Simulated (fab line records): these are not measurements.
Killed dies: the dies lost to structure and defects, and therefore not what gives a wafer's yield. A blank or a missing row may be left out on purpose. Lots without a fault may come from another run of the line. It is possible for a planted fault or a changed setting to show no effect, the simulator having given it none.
Which of the tools did it?	flow sfqLine	42 wafers from 14 lots sampled at 3 of the route's 325 steps

== WHAT THE GAUGES SHOWED, per wafer ==
SFQ_L0_RS_MEAS_901: measures by four-point-probe.
lot	measured	on	L0_MONX_KI_RS (ohm/sq)
L968	day 1 12:34	filmMetro-04	43.0 43.4 43.4
L969	day 1 17:34	filmMetro-03	43.8 44.1 44.1
L971	day 2 03:35	filmMetro-02	43.6 43.7 43.7
L972	day 2 08:35	filmMetro-03	42.9 43.3 43.4
L976	day 3 04:34	filmMetro-03	44.1 42.7 43.7
L980	day 4 00:34	filmMetro-03	42.8 42.7 43.2
L981	day 4 05:34	filmMetro-04	44.3 44.7 44.2
L982	day 4 10:34	filmMetro-03	43.9 43.7 44.0
L983	day 4 15:35	filmMetro-02	43.6 44.0 43.5
L985	day 5 01:34	filmMetro-04	44.3 44.2 44.1
L988	day 5 16:36	filmMetro-04	- - -
L989	day 5 21:35	filmMetro-03	- - -
L990	day 6 02:34	filmMetro-02	43.2 43.7 43.0
L991	day 6 07:36	filmMetro-02	43.4 43.7 44.3

SFQ_L0_THK_MEAS_902: measures by xrf.
lot	measured	on	L0_MONX_KI_THK (nm)
L968	day 1 12:41	filmMetro-04	39.8 39.5 39.3
L969	day 1 17:41	filmMetro-03	39.2 38.9 38.9
L971	day 2 03:41	filmMetro-02	39.5 39.8 39.6
L972	day 2 08:41	filmMetro-03	39.9 39.4 39.7
L976	day 3 04:41	filmMetro-03	38.8 40.3 39.3
L980	day 4 00:41	filmMetro-03	39.9 40.1 39.7
L981	day 4 05:41	filmMetro-04	38.6 38.5 38.7
L982	day 4 10:41	filmMetro-03	39.1 39.2 39.0
L983	day 4 15:41	filmMetro-02	39.6 39.0 39.8
L985	day 5 01:41	filmMetro-04	38.4 38.9 38.7
L988	day 5 16:42	filmMetro-04	<0.0 <0.0 <0.0
L989	day 5 21:41	filmMetro-03	<0.0 <0.0 <0.0
L990	day 6 02:41	filmMetro-02	40.2 39.7 40.1
L991	day 6 07:43	filmMetro-02	39.6 39.6 38.6

== TOOL THAT RAN EACH LOT (tool first, then ch and the chambers of the sampled wafers, then the start) ==
lot	SFQ_TRILAYER_L0_DEP_SPUTTER_003
L968	pvdSputter-04, day 1 12:29
L969	pvdSputter-06, day 1 17:29
L971	pvdSputter-05, day 2 03:29
L972	pvdSputter-05, day 2 08:29
L976	pvdSputter-06, day 3 04:29
L980	pvdSputter-04, day 4 00:29
L981	pvdSputter-06, day 4 05:29
L982	pvdSputter-06, day 4 10:29
L983	pvdSputter-04, day 4 15:29
L985	pvdSputter-06, day 5 01:29
L988	pvdSputter-05, day 5 16:29
L989	pvdSputter-06, day 5 21:29
L990	pvdSputter-05, day 6 02:29
L991	pvdSputter-05, day 6 07:29
- SFQ_TRILAYER_L0_DEP_SPUTTER_003: material MoNx KI, target thk 40 nm, time 100 s.

== WHAT THE TOOLS THEMSELVES READ (means of the sampled wafers that have a number; where no wafer has one, the mark that the record gives instead) ==
SFQ_TRILAYER_L0_DEP_SPUTTER_003.
lot	tool	basePressurePa (Pa)	cathodeDcPowerW (W)	chamberPressurePa (Pa)	throttleValvePct (%)
L968	pvdSputter-04	1.34e-06	800.03	0.4001	29.6
L969	pvdSputter-06	1.29e-06	799.93	0.4005	30.7
L971	pvdSputter-05	1.34e-06	799.97	0.4004	29.6
L972	pvdSputter-05	1.25e-06	800.09	0.3999	30.5
L976	pvdSputter-06	1.34e-06	800.00	0.3998	30.7
L980	pvdSputter-04	1.29e-06	799.98	0.4001	28.8
L981	pvdSputter-06	1.39e-06	799.89	0.3995	30.7
L982	pvdSputter-06	1.34e-06	799.98	0.4003	31.8
L983	pvdSputter-04	1.33e-06	799.95	0.4007	29.3
L985	pvdSputter-06	1.39e-06	799.94	0.3998	31.5
L988	pvdSputter-05	-	-	-	-
L989	pvdSputter-06	-	-	-	-
L990	pvdSputter-05	1.38e-06	799.94	0.3998	30.5
L991	pvdSputter-05	1.29e-06	799.99	0.3997	30.6

== THE ANSWER, worked out from the rows above alone ==
Rule: the lots themselves supply what counts as usual. Put in order of their means at a reading, lots are off if they are a third of the lots or fewer, leave a main group of 4 or more, and stand apart from it by a gap of 3 or more times the standard deviation of the main group's means; of several such gaps the widest counts. A main group whose means are all the same, to the digits that the tables above print for the reading, isn't used. Also off: a lot with no number at a reading for which 4 or more lots have one. The other lots that the step has rows for count as sound. First the gauges in route order, then the tools' own readings, where a lot's mean is used as printed above. At the first step where some lot is off, the reading lying furthest off is the one used; lots without a number count as furthest.
Off: at SFQ_L0_RS_MEAS_901 (L0_MONX_KI_RS), L988, L989. Without a number there: L988, L989. Main group: mean 43.6 ohm/sq, sd 0.42.
If a tool, at a process step before that reading, ran all the lots that are off and no sound lot after the first of them, it fits. The gauges at SFQ_L0_RS_MEAS_901 aren't tried: what is off there is off at SFQ_TRILAYER_L0_DEP_SPUTTER_003 too, on other tools, and a gauge's error can't cause that. No candidate that was tried fits.

== WHAT THE SIMULATOR HAD INSERTED ==
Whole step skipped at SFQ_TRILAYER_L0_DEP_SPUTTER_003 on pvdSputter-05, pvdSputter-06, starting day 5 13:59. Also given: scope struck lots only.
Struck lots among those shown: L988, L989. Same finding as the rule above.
